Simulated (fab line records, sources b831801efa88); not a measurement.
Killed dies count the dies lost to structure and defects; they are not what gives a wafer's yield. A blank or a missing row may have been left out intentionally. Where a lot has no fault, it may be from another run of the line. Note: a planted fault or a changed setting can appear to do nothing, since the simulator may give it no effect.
fab line records	flow sky130
[record] lots = 7	wafers = 18	last_day = 50
route steps=708 shown POLY_CUT@314 SD_P@320 RES_XHIGH@332 PAD_OPEN@708
lots with no fault: from the same line, run without faults
start_h: start of the lot's first displayed wafer, in hours after the record's first day	wait_h: hours elapsed since this lot's preceding step	" same as the row above	L1.1+2: a single row standing in for several wafers	- either no value or no given start	* or withheld: withheld	< > ~ a bound
route shown NAME@n: names a module that has steps shown in the file, with the first one's number in the route	usual: mean and standard deviation over wafers with no fault	same: alike in all rows	chamber/n: place in a boat	sites: per-site readings	_std_site: the values' standard deviation	_edge_site: inner sites' mean taken away from outer sites' mean	radius_mm: for every site, how far away it sits from the centre of the wafer	mask NAME#n: copy n	behind: the most recent tool/chamber to have shaped the wafer	hold: reason for holding the lot/hours on hold/outcome of the hold	device: which transistor (n, p or np) failed to switch	end of line: tests run on the same wafers once the route is complete	a step without rows: its recipe alone	killed: at the first sort, the dies lost to defects and structure; wafer yield is something else	map: dies across one wafer; x = killed, . = not, _ = none there
set.NAME: the setting the step ran with; set.NAME@STEP: the setting that earlier step ran with	model.NAME: the simulator's own value behind a step, which no gauge read
a table for each step, a row for each wafer; lots at some steps of the route
services: from which hour (start_h, from the record's first day; less than 0 if before it) a tool's chamber was out of use, for how many hours, and why
[[steps]]
[step SKY_POLY_CUT_DEVELOP_07]
[recipe] develop_time_s = 60	resist = KrF-thick	dev_temp_c = 21
[step SKY_POLY_CUT_CD_MEAS_08]
[recipe] target_cd_nm = 270
[usual] cd_nm = 269.9/1.3
lot.wafer	tool	chamber	start_h	wait_h	cd_nm
L172.2	cd_sem-01	-	559.42	-	268.4
L172.3	"	-	"	"	268.8
L172.6	"	-	"	"	268.9
L177.1	cd_sem-01	-	615.82	-	270.5
L177.5	"	-	"	"	271.0
L177.6	"	-	"	"	270.6
L184.1	cd_sem-02	-	667.40	-	270.3
L184.4	"	-	"	"	272.0
L185.3	cd_sem-02	-	681.23	-	269.7
L185.6	"	-	"	"	270.4
L186.3	cd_sem-02	-	683.59	-	271.1
L186.4	"	-	"	"	271.4
L192.2	cd_sem-01	-	741.12	-	269.5
L192.3	"	-	"	"	270.5
L192.6	"	-	"	"	270.8
L194.2	cd_sem-02	-	750.73	-	271.5
L194.4	"	-	"	"	270.4
L194.6	"	-	"	"	271.1
[step SKY_POLY_CUT_OVL_MEAS_09]
[usual] POLY_CUT_OVL = 1/6.5
lot.wafer	tool	chamber	start_h	wait_h	POLY_CUT_OVL[nm]
L172.2	overlay-01	-	559.53	0.1	-2
L172.3	"	-	"	"	8
L172.6	"	-	"	"	4
L177.1	overlay-02	-	615.94	0.1	-8
L177.5	"	-	"	"	-8
L177.6	"	-	"	"	-3
L184.1	overlay-01	-	667.52	0.1	5
L184.4	"	-	"	"	11
L185.3	overlay-02	-	681.32	0.1	-5
L185.6	"	-	"	"	1
L186.3	overlay-01	-	683.68	0.1	4
L186.4	"	-	"	"	15
L192.2	overlay-01	-	741.23	0.1	4
L192.3	"	-	"	"	10
L192.6	"	-	"	"	2
L194.2	overlay-01	-	750.83	0.1	10
L194.4	"	-	"	"	8
L194.6	"	-	"	"	16
[step SKY_POLY_CUT_ETCH_10]
[recipe] chemistry = N2/H2	target = BARC	ion_energy_ev = 200	source_w = 500	bias_w = 100	pressure_mtorr = 30	n2_flow_sccm = 100	h2_flow_sccm = 200	stop_on = SiO2	time_s = 45.9	target_depth_a = 600
[usual] drypump_motor_current_A = 5.5/0.44	n2_flow_sccm = 100.01/0.29	oes_product_au = 0.855/0.0049	throttle_valve_pct = 13.224/0.0095
lot.wafer	tool	chamber	start_h	wait_h	drypump_motor_current_A	n2_flow_sccm	oes_product_au	rf_hours_counter_h	throttle_valve_pct
L172.2	rie_diel-02	3	559.56	0.0	5.2	100.24	0.853	2	13.223
L172.3	"	2	"	"	5.6	100.41	0.844	14	13.216
L172.6	"	1	"	"	5.9	99.95	0.859	-	13.221
L177.1	rie_diel-03	1	615.98	0.0	4.7	100.24	0.853	43	13.234
L177.5	"	3	"	"	5.8	99.47	0.854	-	13.224
L177.6	"	0	"	"	5.1	100.05	0.856	-	13.229
L184.1	rie_diel-04	3	667.56	0.0	6.1	100.01	0.855	1	13.219
L184.4	"	1	"	"	5.9	99.49	0.852	53	13.217
L185.3	rie_diel-04	2	681.34	0.0	5.3	100.04	0.847	29	13.225
L185.6	"	0	"	"	5.9	99.89	0.850	-	13.241
L186.3	rie_diel-03	0	683.71	0.0	5.1	99.83	0.860	2	13.241
L186.4	"	3	"	"	5.8	100.44	0.860	15	13.227
L192.2	rie_diel-02	0	741.26	0.0	5.4	100.17	0.853	13	13.221
L192.3	"	2	"	"	5.6	99.42	0.852	18	13.224
L192.6	"	2	"	"	5.6	99.91	0.850	-	13.222
L194.2	rie_diel-03	1	750.86	0.0	4.7	100.33	0.863	47	13.237
L194.4	"	3	"	"	5.9	99.80	0.855	16	13.226
L194.6	"	2	"	"	6.0	100.00	0.861	-	13.227
[step SKY_POLY_CUT_ETCH_11]
[recipe] target = Si3N4	chemistry = CF4/CH2F2/Ar	stop_on = poly-Si	source_w = 600	bias_w = 150	pressure_mtorr = 40	cf4_flow_sccm = 40	ch2f2_flow_sccm = 20	Ar_flow_sccm = 150	time_s = 42.5	target_depth_a = 600
[usual] drypump_motor_current_A = 5.5/0.45	oes_product_au = 0.831/0.0065	throttle_valve_pct = 14.995/0.0092
lot.wafer	tool	chamber	start_h	wait_h	drypump_motor_current_A	oes_product_au	rf_hours_counter_h	throttle_valve_pct
L172.2	rie_diel-02	3	559.60	0.0	5.2	0.829	2	15.000
L172.3	"	2	"	"	5.6	0.845	14	14.994
L172.6	"	1	"	"	6.0	0.836	-	15.011
L177.1	rie_diel-03	1	616.02	0.0	4.7	0.824	43	14.999
L177.5	"	3	"	"	5.8	0.834	-	15.002
L177.6	"	0	"	"	5.1	0.836	-	15.001
L184.1	rie_diel-04	3	667.60	0.0	6.0	0.817	1	15.011
L184.4	"	1	"	"	5.9	0.829	53	15.012
L185.3	rie_diel-04	2	681.38	0.0	5.2	0.828	29	14.997
L185.6	"	0	"	"	5.9	0.838	-	14.982
L186.3	rie_diel-03	0	683.75	0.0	5.1	0.821	2	14.997
L186.4	"	3	"	"	5.8	0.830	15	15.006
L192.2	rie_diel-02	0	741.30	0.0	5.4	0.815	13	14.984
L192.3	"	2	"	"	5.5	0.829	18	14.999
L192.6	"	2	"	"	5.5	0.833	-	14.980
L194.2	rie_diel-03	1	750.91	0.0	4.7	0.817	47	14.999
L194.4	"	3	"	"	5.8	0.834	16	15.005
L194.6	"	2	"	"	5.9	0.840	-	14.982
[step SKY_POLY_CUT_STRIP_12]
[recipe] chemistry = O2/N2	power_w = 1400	pressure_mtorr = 1500	platen_temp_c = withheld	o2_flow_sccm = 3000	n2_flow_sccm = 300	overash_fraction = 0.5
[usual] drypump_motor_current_A = 5.5/0.55	n2_flow_sccm = 300.0/0.91	oes_product_au = 0.452/0.0045	strip_time_to_endpoint_s = 5.357/0.016
lot.wafer	tool	chamber	start_h	wait_h	drypump_motor_current_A	n2_flow_sccm	oes_product_au	rf_hours_counter_h	strip_time_to_endpoint_s
L172.2	plasma_asher-02	0	559.64	0.0	6.1	300.1	0.451	74	5.379
L172.3	"	0	"	"	6.0	299.0	0.452	-	5.351
L172.6	"	1	"	"	4.8	300.6	0.455	-	5.352
L177.1	plasma_asher-02	1	616.06	0.0	4.8	300.2	0.453	80	5.344
L177.5	"	1	"	"	4.8	300.7	0.454	-	5.347
L177.6	"	0	"	"	6.0	300.8	0.448	-	5.327
L184.1	plasma_asher-01	0	667.64	0.0	5.2	299.4	0.448	25	5.354
L184.4	"	1	"	"	6.1	299.9	0.454	-	5.353
L185.3	plasma_asher-01	0	681.46	0.1	5.2	298.0	0.459	-	5.376
L185.6	"	1	"	"	6.0	300.1	0.455	-	5.375
L186.3	plasma_asher-01	1	683.82	0.1	6.0	300.8	0.450	-	5.351
L186.4	"	0	"	"	5.2	299.8	0.456	-	5.367
L192.2	plasma_asher-02	1	741.34	0.0	4.8	300.3	0.444	93	5.363
L192.3	"	0	"	"	6.0	299.8	0.454	-	5.340
L192.6	"	0	"	"	6.0	299.8	0.456	-	5.367
L194.2	plasma_asher-02	0	750.95	0.0	6.0	300.5	0.448	94	5.336
L194.4	"	1	"	"	4.8	299.4	0.445	-	5.356
L194.6	"	1	"	"	4.8	298.6	0.445	-	5.310
[step SKY_SD_P_DEHYDRATE_00]
[recipe] temp_c = 200	time_s = 60
[step SKY_SD_P_HMDS_01]
[recipe] prime_time_s = 60	prime_temp_c = 120
[step SKY_SD_P_COAT_02]
[recipe] resist = NOVOLAK	spin_rpm = 3000	resist_thk_nm = 1140
[step SKY_SD_P_SOFTBAKE_03]
[recipe] temp_c = 90	time_s = 60	resist = NOVOLAK
[step SKY_SD_P_EXPOSE_04]
[recipe] mask_id = PSDM	na = 0.6	source_shape = conventional	sigma_outer = 0.6	polarization = unpolarized	target_cd_nm = 380	dose_mj = 138
[step SKY_SD_P_PEB_05]
[recipe] temp_c = withheld	time_s = *	resist = NOVOLAK
[step SKY_SD_P_DEVELOP_06]
[recipe] resist = NOVOLAK	developer = TMAH	develop_time_s = 60	dev_temp_c = 23
lot.wafer	tool	chamber	start_h	wait_h
L172.2+3+6	litho_track-04	0	589.34	0.1
L177.1+5+6	litho_track-02	0	644.76	0.1
L184.1+4	litho_track-04	0	695.36	0.1
L185.3+6	litho_track-04	0	709.76	0.1
L186.3+4	litho_track-04	0	711.61	0.1
L192.2+3+6	litho_track-02	0	768.03	0.1
L194.2+4+6	litho_track-03	0	776.88	0.1
[step SKY_SD_P_CD_MEAS_07]
[recipe] target_cd_nm = 380
[usual] cd_nm = 380/3
lot.wafer	tool	chamber	start_h	wait_h	cd_nm
L172.2	cd_sem-02	-	589.48	0.1	378
L172.3	"	-	"	"	375
L172.6	"	-	"	"	379
L177.1	cd_sem-02	-	644.91	0.1	380
L177.5	"	-	"	"	380
L177.6	"	-	"	"	381
L184.1	cd_sem-01	-	695.51	0.1	384
L184.4	"	-	"	"	-
L185.3	cd_sem-02	-	709.90	0.1	-
L185.6	"	-	"	"	378
L186.3	cd_sem-01	-	711.75	0.1	-
L186.4	"	-	"	"	-
L192.2	cd_sem-02	-	768.18	0.1	386
L192.3	"	-	"	"	384
L192.6	"	-	"	"	382
L194.2	cd_sem-01	-	777.02	0.1	376
L194.4	"	-	"	"	376
L194.6	"	-	"	"	376
[step SKY_SD_P_OVL_MEAS_08]
[usual] SD_P_OVL = -0.7/1.9
lot.wafer	tool	chamber	start_h	wait_h	SD_P_OVL[nm]
L172.2	overlay-01	-	589.59	0.1	2.2
L172.3	"	-	"	"	4.8
L172.6	"	-	"	"	0.5
L177.1	overlay-02	-	645.03	0.1	0.2
L177.5	"	-	"	"	-1.1
L177.6	"	-	"	"	0.2
L184.1	overlay-01	-	695.63	0.1	-3.4
L184.4	"	-	"	"	-
L185.3	overlay-02	-	709.99	0.1	-
L185.6	"	-	"	"	-1.4
L186.3	overlay-01	-	711.84	0.1	-
L186.4	"	-	"	"	-
L192.2	overlay-02	-	768.28	0.1	-3.3
L192.3	"	-	"	"	-1.3
L192.6	"	-	"	"	-1.3
L194.2	overlay-02	-	777.13	0.1	-2.9
L194.4	"	-	"	"	-3.1
L194.6	"	-	"	"	-0.9
[step SKY_SD_P_IMPLANT_09]
[recipe] species = BF2	energy_kev = 20	dose_cm2 = 3e+15	tilt_deg = 0
[step SKY_SD_P_STRIP_10]
[recipe] chemistry = O2/N2	power_w = 1400	pressure_mtorr = 1500	platen_temp_c = withheld	o2_flow_sccm = 3000	n2_flow_sccm = 300	overash_fraction = 0.5
[usual] drypump_motor_current_A = 5.4/0.52	n2_flow_sccm = 300.1/0.9	oes_product_au = 0.617/0.0045	strip_time_to_endpoint_s = 17.50/0.037
lot.wafer	tool	chamber	start_h	wait_h	drypump_motor_current_A	n2_flow_sccm	oes_product_au	rf_hours_counter_h	strip_time_to_endpoint_s
L172.2	plasma_asher-04	1	589.77	0.1	5.0	298.9	0.609	87	17.54
L172.3	"	1	"	"	5.0	299.6	0.620	-	17.52
L172.6	"	1	"	"	5.0	299.8	0.618	-	17.50
L177.1	plasma_asher-02	1	645.21	0.1	4.8	298.9	0.614	84	17.43
L177.5	"	1	"	"	4.8	298.7	0.617	-	17.44
L177.6	"	0	"	"	6.0	300.4	0.613	-	17.44
L184.1	plasma_asher-02	1	695.82	0.1	4.8	300.4	0.615	89	17.51
L184.4	"	1	"	"	4.8	299.8	0.613	-	17.49
L185.3	plasma_asher-01	0	710.20	0.1	5.2	299.2	0.615	-	17.53
L185.6	"	0	"	"	5.2	299.9	0.615	-	17.50
L186.3	plasma_asher-04	0	712.05	0.1	5.6	299.6	0.617	-	17.55
L186.4	"	1	"	"	5.0	300.9	0.616	-	17.53
L192.2	plasma_asher-01	1	768.46	0.1	6.1	300.3	0.620	35	17.46
L192.3	"	1	"	"	6.0	299.6	0.611	-	17.45
L192.6	"	1	"	"	6.1	299.8	0.618	-	17.46
L194.2	plasma_asher-04	0	777.31	0.1	5.6	301.0	0.617	3	17.57
L194.4	"	0	"	"	5.6	301.3	0.619	-	17.56
L194.6	"	0	"	"	5.6	300.1	0.618	-	17.51
[step SKY_SD_P_TW_MEAS_11]
[usual] SD_P_TW = 2818/27
lot.wafer	tool	chamber	start_h	wait_h	SD_P_TW
L172.2	film_metro-02	-	589.88	0.1	2859
L172.3	"	-	"	"	2844
L172.6	"	-	"	"	2864
L177.1	film_metro-02	-	645.31	0.1	2844
L177.5	"	-	"	"	2846
L177.6	"	-	"	"	2858
L184.1	film_metro-04	-	695.92	0.1	2769
L184.4	"	-	"	"	30
L185.3	film_metro-03	-	710.29	0.1	30
L185.6	"	-	"	"	2821
L186.3	film_metro-02	-	712.14	0.1	30
L186.4	"	-	"	"	30
L192.2	film_metro-02	-	768.57	0.1	2850
L192.3	"	-	"	"	2861
L192.6	"	-	"	"	2850
L194.2	film_metro-02	-	777.42	0.1	2854
L194.4	"	-	"	"	2835
L194.6	"	-	"	"	2870
[step SKY_RES_XHIGH_DEHYDRATE_00]
[recipe] temp_c = 200	time_s = 60
[step SKY_PAD_OPEN_PROBE_99]
[usual] killed_at_M0_to_M3 = 42/7.7	killed_at_M4_up = 3.1/1.9	killed_at_contacts = 24/4.9	killed_at_front_end = 15/4.6	killed_at_other = 0.3/0.51	killed_dies = 85/9.9	killed_on_rim = 17/4.1	killed_open = 47/7.1	killed_short = 38/6.7
[same] gross_dies = 492	killed_at_back_side = 0
lot.wafer	tool	chamber	start_h	wait_h	killed_at_M0_to_M3	killed_at_M4_up	killed_at_contacts	killed_at_front_end	killed_at_other	killed_dies	killed_on_rim	killed_open	killed_short
L172.2	prober-02	-	1076.88	0.1	48	1	23	25	0	97	23	58	39
L172.3	prober-02	-	1076.93	0.2	39	2	25	14	0	80	18	40	40
L172.6	prober-02	-	1077.08	0.2	45	2	26	19	0	92	17	56	36
L184.1	prober-02	-	1150.53	0.1	35	6	22	9	0	72	15	47	25
L184.4	prober-02	-	1150.68	0.2	39	2	31	420	0	492	96	56	28
L185.3	prober-01	-	1159.55	0.2	31	1	23	435	2	492	96	40	40
L185.6	prober-01	-	1159.70	0.2	42	2	37	27	0	108	24	60	48
L186.3	prober-02	-	1161.27	0.2	38	2	30	422	0	492	96	40	41
L186.4	prober-02	-	1161.32	0.2	41	2	16	433	0	492	96	45	28
L192.2	prober-02	-	1195.23	0.1	52	2	19	20	0	93	21	50	43
L192.3	prober-02	-	1195.28	0.2	49	1	21	15	0	86	20	44	42
L192.6	prober-02	-	1195.43	0.2	51	2	24	22	2	101	17	58	41
L194.2	prober-02	-	1199.20	0.1	56	1	26	15	0	98	18	51	47
L194.4	prober-02	-	1199.30	0.2	42	2	29	20	1	94	24	52	42
L194.6	prober-02	-	1199.40	0.2	42	3	25	9	0	79	16	31	48
// killed by level:class
L172.2 VIA1:geometric_particle:open=16 VIA3:geometric_particle:open=13 CONTACT:geometric_particle:open=10 POLY_GATE:geometric_particle:open=9 CONTACT:geometric_particle:short=6 LI_CONTACT:geometric_particle:short=6 POLY_GATE:geometric_particle:short=5 METAL1:geometric_particle:short=5
L172.3 CONTACT:geometric_particle:open=9 VIA1:geometric_particle:short=8 METAL1:geometric_particle:short=7 LI_CONTACT:geometric_particle:open=6 VIA1:geometric_particle:open=6 VIA3:geometric_particle:open=6 POLY_GATE:geometric_particle:open=5 CONTACT:geometric_particle:short=5
L172.6 VIA1:geometric_particle:open=14 CONTACT:geometric_particle:open=11 VIA3:geometric_particle:open=9 LI_CONTACT:geometric_particle:open=8 FIELD_ISO:geometric_particle:open=6 VIA1:geometric_particle:short=5 METAL2:geometric_particle:short=5 FIELD_ISO:geometric_particle:short=4
L184.1 VIA1:geometric_particle:open=12 CONTACT:geometric_particle:open=9 VIA2:geometric_particle:open=8 LI_CONTACT:geometric_particle:open=5 METAL4:geometric_particle:short=5 CONTACT:geometric_particle:short=5 FIELD_ISO:geometric_particle:open=4 POLY_GATE:geometric_particle:open=3
L184.4 SD_P:area_develop=408 CONTACT:geometric_particle:open=17 VIA1:geometric_particle:open=10 LI_CONTACT:geometric_particle:open=7 VIA3:geometric_particle:open=6 POLY_GATE:geometric_particle:short=5 METAL2:geometric_particle:short=5 VIA2:geometric_particle:open=5
L185.3 SD_P:area_develop=412 LI_CONTACT:geometric_particle:open=10 VIA1:geometric_particle:open=7 METAL1:geometric_particle:short=6 FIELD_ISO:geometric_particle:short=5 POLY_GATE:geometric_particle:short=5 LI_CONTACT:geometric_particle:short=5 CONTACT:geometric_particle:open=5
L185.6 CONTACT:geometric_particle:open=12 VIA1:geometric_particle:open=12 LI_CONTACT:geometric_particle:open=9 FIELD_ISO:geometric_particle:open=7 VIA2:geometric_particle:open=7 FIELD_ISO:geometric_particle:short=6 CONTACT:geometric_particle:short=6 METAL1:geometric_particle:short=6
L186.3 SD_P:area_develop=411 VIA1:geometric_particle:open=11 CONTACT:geometric_particle:short=8 CONTACT:geometric_particle:open=7 METAL2:geometric_particle:short=7 LOCAL_INTERCONNECT:geometric_particle:short=6 LI_CONTACT:geometric_particle:open=5 POLY_GATE:geometric_particle:short=4
L186.4 SD_P:area_develop=419 VIA1:geometric_particle:open=17 POLY_GATE:geometric_particle:short=6 CONTACT:geometric_particle:open=6 POLY_GATE:geometric_particle:open=5 LI_CONTACT:geometric_particle:open=5 VIA1:geometric_particle:short=4 VIA2:geometric_particle:open=4
L192.2 VIA1:geometric_particle:open=10 METAL1:geometric_particle:short=7 VIA3:geometric_particle:open=7 VIA2:geometric_particle:open=6 LI_CONTACT:geometric_particle:open=6 CONTACT:geometric_particle:open=6 FIELD_ISO:geometric_particle:open=5 VIA2:geometric_particle:short=5
L192.3 VIA1:geometric_particle:open=10 VIA3:geometric_particle:open=8 CONTACT:geometric_particle:open=7 VIA1:geometric_particle:short=5 FIELD_ISO:geometric_particle:open=5 FIELD_ISO:geometric_particle:short=5 CONTACT:geometric_particle:short=5 METAL1:geometric_particle:short=5
L192.6 VIA1:geometric_particle:open=15 CONTACT:geometric_particle:open=13 VIA2:geometric_particle:open=7 FIELD_ISO:geometric_particle:open=6 FIELD_ISO:geometric_particle:short=6 POLY_GATE:geometric_particle:open=5 VIA1:geometric_particle:short=5 METAL1:geometric_particle:short=5
L194.2 VIA1:geometric_particle:open=13 VIA3:geometric_particle:open=9 LOCAL_INTERCONNECT:geometric_particle:short=8 VIA2:geometric_particle:open=7 LI_CONTACT:geometric_particle:open=7 METAL3:geometric_particle:short=6 METAL2:geometric_particle:short=6 FIELD_ISO:geometric_particle:short=5
L194.4 VIA1:geometric_particle:open=13 CONTACT:geometric_particle:open=10 LI_CONTACT:geometric_particle:open=8 FIELD_ISO:geometric_particle:short=7 VIA1:geometric_particle:short=6 FIELD_ISO:geometric_particle:open=4 POLY_GATE:geometric_particle:open=4 METAL1:geometric_particle:short=4
L194.6 CONTACT:geometric_particle:open=10 VIA3:geometric_particle:open=8 METAL1:geometric_particle:short=7 VIA1:geometric_particle:open=7 VIA1:geometric_particle:short=6 VIA2:geometric_particle:short=5 LI_CONTACT:geometric_particle:short=5 LOCAL_INTERCONNECT:geometric_particle:short=5
// map L184.4 (x killed, . not)
__________xxxxxxxxxx_________
________xxxxxxxxxxxxxx_______
______xxxxxxxxxxxxxxxxxx_____
_____xxxxxxxxxxxxxxxxxxxx____
____xxxxxxxxxxxxxxxxxxxxxx___
___xxxxxxxxxxxxxxxxxxxxxxxx__
__xxxxxxxxxxxxxxxxxxxxxxxxxx_
_xxxxxxxxxxxxxxxxxxxxxxxxxxxx
_xxxxxxxxxxxxxxxxxxxxxxxxxxxx
_xxxxxxxxxxxxxxxxxxxxxxxxxxxx
_xxxxxxxxxxxxxxxxxxxxxxxxxxxx
_xxxxxxxxxxxxxxxxxxxxxxxxxxxx
_xxxxxxxxxxxxxxxxxxxxxxxxxxxx
_xxxxxxxxxxxxxxxxxxxxxxxxxxxx
_xxxxxxxxxxxxxxxxxxxxxxxxxxxx
__xxxxxxxxxxxxxxxxxxxxxxxxxx_
___xxxxxxxxxxxxxxxxxxxxxxxx__
____xxxxxxxxxxxxxxxxxxxxxx___
_____xxxxxxxxxxxxxxxxxxxx____
______xxxxxxxxxxxxxxxxxx_____
________xxxxxxxxxxxxxx_______
__________xxxxxxxxxx_________
// map L185.3 (x killed, . not)
__________xxxxxxxxxx_________
________xxxxxxxxxxxxxx_______
______xxxxxxxxxxxxxxxxxx_____
_____xxxxxxxxxxxxxxxxxxxx____
____xxxxxxxxxxxxxxxxxxxxxx___
___xxxxxxxxxxxxxxxxxxxxxxxx__
__xxxxxxxxxxxxxxxxxxxxxxxxxx_
_xxxxxxxxxxxxxxxxxxxxxxxxxxxx
_xxxxxxxxxxxxxxxxxxxxxxxxxxxx
_xxxxxxxxxxxxxxxxxxxxxxxxxxxx
_xxxxxxxxxxxxxxxxxxxxxxxxxxxx
_xxxxxxxxxxxxxxxxxxxxxxxxxxxx
_xxxxxxxxxxxxxxxxxxxxxxxxxxxx
_xxxxxxxxxxxxxxxxxxxxxxxxxxxx
_xxxxxxxxxxxxxxxxxxxxxxxxxxxx
__xxxxxxxxxxxxxxxxxxxxxxxxxx_
___xxxxxxxxxxxxxxxxxxxxxxxx__
____xxxxxxxxxxxxxxxxxxxxxx___
_____xxxxxxxxxxxxxxxxxxxx____
______xxxxxxxxxxxxxxxxxx_____
________xxxxxxxxxxxxxx_______
__________xxxxxxxxxx_________
[[services]]
tool	chamber	start_h	hours	kind
rie_diel-04	3	536.18	5.7	repair
rie_diel-03	1	545.68	5.7	repair
plasma_asher-04	-	568.68	2.8	pm
rie_diel-04	-	574.66	0.3	repair
rie_diel-03	0	576.25	-	clean
rie_diel-03	0	576.25	26.3	scheduled_down
rie_diel-03	0	576.25	26.3	vent_cycle
rie_diel-02	2	610.58	3.0	repair
plasma_asher-04	-	642.87	14.6	pm
rie_diel-02	-	647.21	0.9	repair
rie_diel-03	3	659.79	13.7	repair
rie_diel-04	-	687.82	0.4	repair
rie_diel-03	2	702.94	15.2	repair
rie_diel-04	1	724.53	7.1	repair
rie_diel-02	0	725.53	1.5	repair
rie_diel-02	2	733.54	1.7	repair
plasma_asher-04	-	733.75	9.0	pm
rie_diel-04	-	741.37	1.6	repair
rie_diel-04	1	743.63	12.5	repair
rie_diel-03	1	756.08	-	clean
rie_diel-03	-	762.35	2.8	pm
rie_diel-02	0	771.68	15.2	repair
rie_diel-04	2	772.95	5.6	repair
rie_diel-03	0	774.18	4.5	repair
[[key]]
[first_sign] step = SKY_SD_P_CD_MEAS_07	reading = cd_nm	direction = missing
[effect] step = SKY_SD_P_OVL_MEAS_08	reading = SD_P_OVL	direction = missing
[effect] step = SKY_SD_P_TW_MEAS_11	reading = SD_P_TW	direction = down	sigmas = 99+	usual = 2818	struck = 30
[effect] step = SKY_PAD_OPEN_PROBE_99	reading = killed_at_front_end	direction = up	sigmas = 89	usual = 15	struck = 428
[more_kills_born_at] SKY_SD_P_DEVELOP_06@litho_track-04 = 1650
met_at SKY_SD_P_DEVELOP_06
struck_wafers L184.4,L185.3,L186.3,L186.4
tester_left_out L184,L185,L186
onset_between 589.34 695.36
[fault] kind = process_parameter_drift	tool = litho_track-04	chamber = -	onset_h = 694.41	steps = SKY_SD_P_DEVELOP_06	channel = develop_time_s	offset = *	shape = step	end_h = 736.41	scope = struck_wafers_only	acts_in = *	stated = *
// tester_left_out: of these lots the tester's yield and bins aren't shown, on N5 and GAA mostly nor the transistor test; their killed dies are dies lost to structure and defects alone, not to doping, threshold or leakage, so they don't give the yield
